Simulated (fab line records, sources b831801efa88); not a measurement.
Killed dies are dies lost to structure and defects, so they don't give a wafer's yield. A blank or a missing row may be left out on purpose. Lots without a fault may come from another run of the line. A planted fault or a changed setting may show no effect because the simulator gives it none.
fab line records | flow sfq_line
record lots=6 wafers=18 last_day=75
route steps=325 shown I3@147 M4@148 I4@163
lots that met no fault: from a run of the same line without faults
start_h: hours from the record's first day to the start of the lot's first wafer shown | wait_h: hours since the lot's step before | " the same as in the row above | L1.1+2: a row that stands for several wafers | - no value, or no start given | * or withheld: withheld | < > ~ a bound
route shown NAME@n: a module of which the file shows steps, and the number in the route of the first | usual: mean/standard deviation of fault-free wafers | same: alike in all rows | chamber/n: place in a boat | sites: the reading at each site | _std_site: their standard deviation | _edge_site: outer sites' mean less inner sites' | radius_mm: how far each site lies from the wafer's centre | mask NAME#n: copy n | behind: the tool/chamber that last shaped the wafer | hold: why the lot was held/for how many hours/how that ended | device: the transistor (n, p or np) that didn't switch | end of line: the same wafers' tests at the end of the route | a step without rows: its recipe alone | killed: dies lost to structure and defects at the first sort, not the wafer's yield | map: a wafer's dies, x killed, . not, _ none there
set.NAME: the setting as run; set.NAME@STEP: as run at that earlier step | model.NAME: the simulator's own value behind a step, which no gauge read
lots at some steps of the route; a table a step, a row a wafer
services: from which hour (start_h, from the record's first day; less than 0 if before it) a tool's chamber was out of use, for how many hours, and why
## steps
# step SFQ_TRILAYER_I3_VIA_STRIP_SOLV_CLEAN_090
# recipe chemistry=NMP temp_c=70 time_s=600
# step SFQ_TRILAYER_M4_DEP_PRE_CLEAN_092
# recipe gas=Ar time_s=22.5 bias_v=250
# step SFQ_TRILAYER_M4_DEP_SPUTTER_091
# recipe material=Nb base_pressure_pa=1.33e-06 chamber_pressure_pa=0.1333 substrate_temp_c=20 resputter_cathode_voltage_v=400 target_thk_nm=200 power_w=2000 time_s=133.3
# usual resputter_cathode_voltage_v=400/4 throttle_valve_pct=30.1/0.67
# columns lot.wafer tool chamber start_h wait_h resputter_cathode_voltage_v throttle_valve_pct
L588.1 pvd_sputter-05 - 735.91 0.0 407 30.8
L588.2 " - " " 400 29.8
L588.6 " - " " 402 31.0
L594.1 pvd_sputter-05 - 793.63 0.0 396 29.8
L594.4 " - " " 403 30.0
L594.6 " - " " 402 31.0
L598.2 pvd_sputter-03 - 847.63 0.0 399 29.8
L598.3 " - " " 397 30.2
L598.4 " - " " 407 29.3
L599.2 pvd_sputter-05 - 858.23 0.0 410 29.9
L599.3 " - " " 402 30.8
L599.6 " - " " 401 30.0
L600.4 pvd_sputter-03 - 861.83 0.0 401 29.9
L600.5 " - " " 398 29.8
L600.6 " - " " 397 28.7
L610.2 pvd_sputter-05 - 977.35 0.0 400 30.9
L610.3 " - " " 402 31.1
L610.6 " - " " 404 31.1
# step SFQ_M4_RS_MEAS_924
# recipe thk_meas_gauge=four-point-probe reads=Nb_of_TRILAYER_M4_DEP_SPUTTER_091
# usual M4_NB_RS=0.892/0.011
# columns lot.wafer tool chamber start_h wait_h M4_NB_RS[ohm/sq]
L588.1 film_metro-03 - 736.00 0.0 0.912
L588.2 " - " " 0.891
L588.6 " - " " 0.912
L594.1 film_metro-02 - 793.72 0.0 0.908
L594.4 " - " " 0.905
L594.6 " - " " 0.906
L598.2 film_metro-01 - 847.74 0.1 0.870
L598.3 " - " " 0.880
L598.4 " - " " 0.883
L599.2 film_metro-03 - 858.34 0.1 0.887
L599.3 " - " " 0.906
L599.6 " - " " 0.893
L600.4 film_metro-03 - 861.98 0.1 0.877
L600.5 " - " " 0.884
L600.6 " - " " 0.885
L610.2 film_metro-01 - 977.46 0.1 0.903
L610.3 " - " " 0.913
L610.6 " - " " 0.900
# step SFQ_TRILAYER_M4_LITHO_COAT_098
# recipe resist=BARC spin_rpm=3000 resist_thk_nm=62
# step SFQ_TRILAYER_M4_LITHO_COAT_093
# recipe resist=KrF spin_rpm=3000 resist_thk_nm=600
# step SFQ_TRILAYER_M4_LITHO_SOFTBAKE_097
# recipe temp_c=withheld time_s=withheld resist=KrF
# step SFQ_TRILAYER_M4_LITHO_EXPOSE_094
# recipe mask_id=M4 na=0.6 source_shape=conventional sigma_outer=0.65 target_cd_nm=500 dose_mj=14.4
# step SFQ_TRILAYER_M4_LITHO_PEB_096
# recipe peb_temp_c=115 peb_time_s=60 resist=KrF
# step SFQ_TRILAYER_M4_LITHO_DEVELOP_095
# recipe time_s=60 resist=KrF
# step SFQ_M4_OVL_MEAS_926
# usual M4_OVL=-5/4.5
# columns lot.wafer tool chamber start_h wait_h M4_OVL[nm]
L588.1 overlay-01 - 798.63 0.1 0
L588.2 " - " " -14
L588.6 " - " " -3
L594.1 overlay-02 - 847.83 0.1 -9
L594.4 " - " " -11
L594.6 " - " " -9
L598.2 overlay-02 - 906.67 0.1 -3
L598.3 " - " " -7
L598.4 " - " " -8
L599.2 overlay-02 - 919.87 0.1 -6
L599.3 " - " " -5
L599.6 " - " " -9
L600.4 overlay-02 - 923.48 0.1 3
L600.5 " - " " -5
L600.6 " - " " 2
L610.2 overlay-01 - 1048.46 0.1 -2
L610.3 " - " " 4
L610.6 " - " " 2
# step SFQ_TRILAYER_M4_BARC_OPEN_METAL_ETCH_123
# recipe mask_material=PR chemistry=O2 target_depth_nm=125 target=BARC icp_w=600 bias_w=80 pressure_mtorr=10 time_s=41.7
# usual bias_w=80.00/0.23 chamber_pressure_mTorr=9.999/0.0086 drypump_motor_current_A=5.85/0.25 oes_product_au=0.685/0.0043
# columns lot.wafer tool chamber start_h wait_h bias_w chamber_pressure_mTorr drypump_motor_current_A oes_product_au rf_hours_counter_h model.KrF_of_TRILAYER_M4_LITHO_COAT_093.thk_nm
L588.1 rie_metal-03 1 798.67 0.0 80.05 10.002 5.98 0.691 46 524.5
L588.2 " 0 " " 80.14 9.992 5.83 0.674 6 523.8
L588.6 " 1 " " 80.27 10.003 5.98 0.683 - 524.9
L594.1 rie_metal-01 0 847.87 0.0 80.17 9.992 5.76 0.689 163 520.8
L594.4 " 0 " " 80.28 9.997 5.76 0.675 - 523.6
L594.6 " 0 " " 80.17 10.003 5.76 0.686 - 521.7
L598.2 rie_metal-01 1 906.70 0.0 - - - - - 575.1
L598.3 " 0 " " - - - - - 574.8
L598.4 " 1 " " - - - - - 575.3
L599.2 rie_metal-03 1 919.90 0.0 - - - - - 572.8
L599.3 " 1 " " - - - - - 576.6
L599.6 " 0 " " - - - - - 573
L600.4 rie_metal-04 1 923.52 0.0 80.06 9.999 5.37 0.687 - 520.4
L600.5 " 1 " " 79.92 9.984 5.42 0.688 - 520.5
L600.6 " 0 " " 79.90 10.003 6.41 0.683 - 521.3
L610.2 rie_metal-01 1 1048.49 0.0 80.04 9.996 5.83 0.689 165 524
L610.3 " 1 " " 80.07 9.998 5.85 0.688 - 523.5
L610.6 " 1 " " 80.07 10.004 5.84 0.679 - 523.5
# step SFQ_TRILAYER_M4_ETCH_METAL_ETCH_096
# recipe target=Nb stop_on=SiO2 mask_material=PR chemistry=Cl2/Ar target_depth_nm=240 icp_w=600 bias_w=80 pressure_mtorr=10 time_s=120
# usual bias_w=79.99/0.24 chamber_pressure_mTorr=10.000/0.0094 drypump_motor_current_A=5.86/0.25 oes_product_au=0.892/0.0081
# columns lot.wafer tool chamber start_h wait_h bias_w chamber_pressure_mTorr drypump_motor_current_A oes_product_au rf_hours_counter_h model.KrF_of_TRILAYER_M4_LITHO_COAT_093.thk_nm
L588.1 rie_metal-03 1 798.73 0.0 79.91 10.006 5.97 0.881 46 384.6
L588.2 " 0 " " 80.08 9.972 5.86 0.889 6 381.2
L588.6 " 1 " " 79.90 9.994 5.95 0.877 - 385.8
L594.1 rie_metal-01 0 847.99 0.1 79.99 10.011 5.75 0.883 164 378.3
L594.4 " 0 " " 79.90 10.015 5.77 0.884 - 381.3
L594.6 " 0 " " 79.89 9.994 5.78 0.880 - 378.8
L598.2 rie_metal-01 1 906.76 0.0 80.38 10.005 5.86 0.381 138 438.5
L598.3 " 0 " " 79.58 10.003 5.74 0.374 - 435.8
L598.4 " 1 " " 80.02 10.005 5.88 0.383 - 439.2
L599.2 rie_metal-03 1 919.96 0.0 80.15 9.999 5.96 0.377 69 429.7
L599.3 " 1 " " 79.70 9.998 5.97 0.372 - 434.6
L599.6 " 0 " " 79.61 9.982 5.88 0.381 - 429.3
L600.4 rie_metal-04 1 923.60 0.1 80.25 9.999 5.40 0.901 - 378.1
L600.5 " 1 " " 79.69 9.998 5.42 0.888 - 378.9
L600.6 " 0 " " 80.31 9.987 6.35 0.894 - 379.5
L610.2 rie_metal-01 1 1048.54 0.0 80.22 9.997 5.86 0.882 165 383
L610.3 " 1 " " 80.05 10.002 5.88 0.881 - 384.5
L610.6 " 1 " " 80.24 10.007 5.85 0.889 - 383.4
# step SFQ_TRILAYER_M4_STRIP_STRIP_097
# recipe gas=O2 power_w=200 platen_temp_c=40 overash_fraction=0.65 chemistry=O2 pressure_mtorr=50
# usual drypump_motor_current_A=5.86/0.25 oes_product_au=0.997/0.0093
# columns lot.wafer tool chamber start_h wait_h drypump_motor_current_A oes_product_au rf_hours_counter_h
L588.1 rie_metal-03 1 798.85 0.1 5.97 0.989 46
L588.2 " 0 " " 5.87 1.002 6
L588.6 " 1 " " 5.96 0.990 -
L594.1 rie_metal-01 0 848.24 0.2 5.78 1.005 164
L594.4 " 0 " " 5.77 1.004 -
L594.6 " 0 " " 5.77 1.005 -
L598.2 rie_metal-01 1 906.88 0.1 5.83 0.999 138
L598.3 " 0 " " 5.74 0.992 -
L598.4 " 1 " " 5.85 0.987 -
L599.2 rie_metal-03 1 920.08 0.1 5.94 1.002 69
L599.3 " 1 " " 5.97 0.999 -
L599.6 " 0 " " 5.84 1.009 -
L600.4 rie_metal-04 1 923.88 0.2 5.46 1.006 -
L600.5 " 1 " " 5.41 1.009 -
L600.6 " 0 " " 6.40 1.016 -
L610.2 rie_metal-01 1 1048.67 0.1 5.90 0.994 165
L610.3 " 1 " " 5.88 0.994 -
L610.6 " 1 " " 5.88 0.996 -
# step SFQ_TRILAYER_M4_STRIP_SOLV_CLEAN_098
# recipe chemistry=NMP temp_c=70 time_s=600
# step SFQ_TRILAYER_I4_DEP_PECVD_099
# recipe material=SiO2 temp_c=150 time_s=111.11 pressure_torr=2.4 rf_w=183.3 precursor=SiH4/N2O target_thk_nm=500
# usual chamber_pressure_Torr=2.400/0.0053 heater_power_w=79/12 showerhead_vpp_V=826/39 throttle_valve_pct=25.0/1.3
# columns lot.wafer tool chamber start_h wait_h chamber_pressure_Torr heater_power_w showerhead_vpp_V throttle_valve_pct
L588.1 pecvd-04 2 799.65 0.0 2.391 62 794 23.7
L588.2 " 0 " " 2.404 69 852 27.3
L588.6 " 2 " " 2.400 67 791 24.0
L594.1 pecvd-04 0 849.61 0.0 2.400 84 842 27.2
L594.4 " 1 " " 2.397 92 879 25.2
L594.6 " 2 " " 2.402 62 792 24.0
L598.2 pecvd-04 2 907.67 0.0 2.409 64 789 24.0
L598.3 " 1 " " 2.402 88 868 25.4
L598.4 " 2 " " 2.409 66 808 24.2
L599.2 pecvd-04 2 920.86 0.0 2.396 65 797 24.0
L599.3 " 1 " " 2.403 87 880 25.4
L599.6 " 2 " " 2.403 67 783 23.9
L600.4 pecvd-04 0 924.50 0.0 2.406 73 836 27.1
L600.5 " 2 " " 2.404 72 800 23.9
L600.6 " 1 " " 2.410 76 873 25.3
L610.2 pecvd-03 0 1049.44 0.0 2.397 87 756 23.3
L610.3 " 2 " " 2.403 97 771 24.7
L610.6 " 1 " " 2.389 66 850 25.9
# step SFQ_TRILAYER_I4_CMP_CMP_100
# recipe material=SiO2 down_force_psi=3 platen_rpm=60 pad_velocity_m_s=0.94248
# usual motor_current_A=10.6/1.1 time_to_endpoint_s=218/7.1
# columns lot.wafer tool chamber start_h wait_h motor_current_A time_to_endpoint_s
L588.2 cmp-02 3 814.33 14.6 9.0 212
L588.1 " 0 " " 11.1 212
L588.6 " 3 816.33 16.6 9.4 219
L594.1 cmp-01 1 868.68 19.0 10.5 208
L594.4 " 3 869.68 20.0 12.1 227
L594.6 " 2 871.18 21.5 9.0 225
L598.4 cmp-01 2 922.68 14.9 9.9 227
L598.3 " 3 " " 12.0 227
L598.2 " 0 " " 10.9 218
L599.3 cmp-02 0 938.64 17.7 11.5 208
L599.2 " 2 939.64 18.7 10.4 206
L599.6 " 0 940.64 19.7 11.1 218
L600.4 cmp-01 1 943.68 19.1 10.4 228
L600.6 " 1 945.68 21.1 10.1 226
L600.5 " 2 " " 9.2 231
L610.3 cmp-01 1 1052.99 3.5 9.9 200
L610.2 " 2 " " 9.3 219
L610.6 " 3 " " 12.7 215
# step SFQ_I4_BOW_MEAS_927
# recipe mode=bow
# usual I4_BOW=4/9
# columns lot.wafer tool chamber start_h wait_h I4_BOW[um]
L588.1 film_metro-02 - 817.33 2.0 8
L588.2 " - " " 10
L588.6 " - " " 7
L594.1 film_metro-03 - 871.68 2.5 -3
L594.4 " - " " 2
L594.6 " - " " 0
L598.2 film_metro-04 - 925.70 1.5 16
L598.3 " - " " 12
L598.4 " - " " 9
L599.2 film_metro-04 - 941.66 1.5 14
L599.3 " - " " 10
L599.6 " - " " 8
L600.4 film_metro-04 - 946.74 2.6 7
L600.5 " - " " 6
L600.6 " - " " 4
L610.2 film_metro-02 - 1055.01 1.0 11
L610.3 " - " " 5
L610.6 " - " " 9
# step SFQ_TRILAYER_I4_METRO_MEASURE_101
# usual thk_nm=200.3/0.96
# columns lot.wafer tool chamber start_h wait_h thk_nm
L588.1 film_metro-02 - 817.45 0.1 200.3
L588.2 " - " " 200.4
L588.6 " - " " 200.2
L594.1 film_metro-03 - 871.80 0.1 198.8
L594.4 " - " " 199.3
L594.6 " - " " 199.1
L598.2 film_metro-04 - 926.00 0.3 200.2
L598.3 " - " " 202.4
L598.4 " - " " 201.9
L599.2 film_metro-04 - 941.96 0.3 199.8
L599.3 " - " " 199.9
L599.6 " - " " 200.2
L600.4 film_metro-04 - 947.40 0.6 199.5
L600.5 " - " " 200.6
L600.6 " - " " 200.7
L610.2 film_metro-02 - 1055.31 0.3 201.7
L610.3 " - " " 201.4
L610.6 " - " " 201.1
# step SFQ_TRILAYER_I4_VIA_LITHO_COAT_108
# recipe resist=BARC spin_rpm=3000 resist_thk_nm=62
# step SFQ_TRILAYER_I4_VIA_LITHO_COAT_103
# recipe resist=KrF spin_rpm=3000 resist_thk_nm=650
# step SFQ_TRILAYER_I4_VIA_LITHO_SOFTBAKE_107
# recipe temp_c=withheld time_s=withheld resist=KrF
# step SFQ_TRILAYER_I4_VIA_LITHO_EXPOSE_104
# recipe mask_id=I4 na=0.6 source_shape=conventional sigma_outer=0.65 target_cd_nm=700 dose_mj=21.3
# usual exposure_dose_mJ_cm2=21.298/0.021 focus_offset_nm=0.1/0.47
# columns lot.wafer tool chamber start_h wait_h mask exposure_dose_mJ_cm2 focus_offset_nm
L588.1 krf_scanner-01 0 872.21 - I4#0 21.267 0.4
L588.2 " 0 " " I4#0 21.275 -0.5
L588.6 " 0 " " I4#0 21.292 -0.3
L594.1 krf_scanner-01 0 931.56 - I4#0 21.306 0.8
L594.4 " 0 " " I4#0 21.282 0.5
L594.6 " 0 " " I4#0 21.357 0.4
L598.2 krf_scanner-01 - 983.46 - I4#0 - -
L598.3 " - " " I4#0 - -
L598.4 " - " " I4#0 - -
L599.2 krf_scanner-01 - 1008.20 - I4#0 - -
L599.3 " - " " I4#0 - -
L599.6 " - " " I4#0 - -
L600.4 krf_scanner-01 0 1014.60 - I4#0 21.337 -0.6
L600.5 " 0 " " I4#0 21.319 0.4
L600.6 " 0 " " I4#0 21.311 0.0
L610.2 krf_scanner-01 0 1138.15 - I4#0 21.271 0.2
L610.3 " 0 " " I4#0 21.284 1.0
L610.6 " 0 " " I4#0 21.339 0.5
# step SFQ_TRILAYER_I4_VIA_LITHO_PEB_106
# recipe peb_temp_c=115 peb_time_s=60 resist=KrF
## services
# columns tool chamber start_h hours kind
krf_scanner-01 - 720.26 3.6 pm
rie_metal-03 1 735.50 4.4 repair
krf_scanner-01 - 751.42 4.4 pm
krf_scanner-01 - 756.06 5.0 repair
rie_metal-01 - 768.60 1.4 pm
krf_scanner-01 - 785.03 1.3 pm
rie_metal-01 - 825.22 0.3 repair
rie_metal-01 1 837.49 19.2 repair
krf_scanner-01 - 852.33 1.0 pm
krf_scanner-01 - 864.97 0.5 repair
rie_metal-01 - 869.04 2.8 pm
krf_scanner-01 - 881.42 8.1 repair
pecvd-04 - 895.33 2.8 pm
rie_metal-01 - 907.49 0.7 repair
pecvd-04 1 909.94 5.1 repair
rie_metal-03 - 945.08 13.5 repair
krf_scanner-01 - 961.56 1.3 pm
krf_scanner-01 - 1021.20 1.0 pm
pecvd-04 1 1035.36 4.8 repair
rie_metal-01 1 1050.14 17.0 repair
krf_scanner-01 - 1068.59 3.1 repair
krf_scanner-01 - 1085.84 0.1 repair
krf_scanner-01 - 1110.72 0.7 repair
krf_scanner-01 - 1136.65 1.3 pm
## key
first_sign step=SFQ_TRILAYER_M4_BARC_OPEN_METAL_ETCH_123 reading=tool_record direction=missing
effect step=SFQ_TRILAYER_M4_ETCH_METAL_ETCH_096 reading=oes_product_au direction=down sigmas=64 usual=0.892 struck=0.378
effect step=SFQ_TRILAYER_I4_VIA_LITHO_EXPOSE_104 reading=tool_record direction=missing
model_effect step=SFQ_TRILAYER_M4_BARC_OPEN_METAL_ETCH_123 value=KrF_of_TRILAYER_M4_LITHO_COAT_093.thk_nm without=523.5 struck=574.6
model_effect step=SFQ_TRILAYER_M4_ETCH_METAL_ETCH_096 value=KrF_of_TRILAYER_M4_LITHO_COAT_093.thk_nm without=383.4 struck=434.5
met_at SFQ_TRILAYER_M4_BARC_OPEN_METAL_ETCH_123
struck_wafers L598.2,L598.3,L598.4,L599.2,L599.3,L599.6
onset_between 847.87 906.70
fault kind=skipped_step_whole tool=rie_metal-01,rie_metal-03 chamber=- onset_h=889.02 steps=SFQ_TRILAYER_M4_BARC_OPEN_METAL_ETCH_123 scope=struck_lots_only
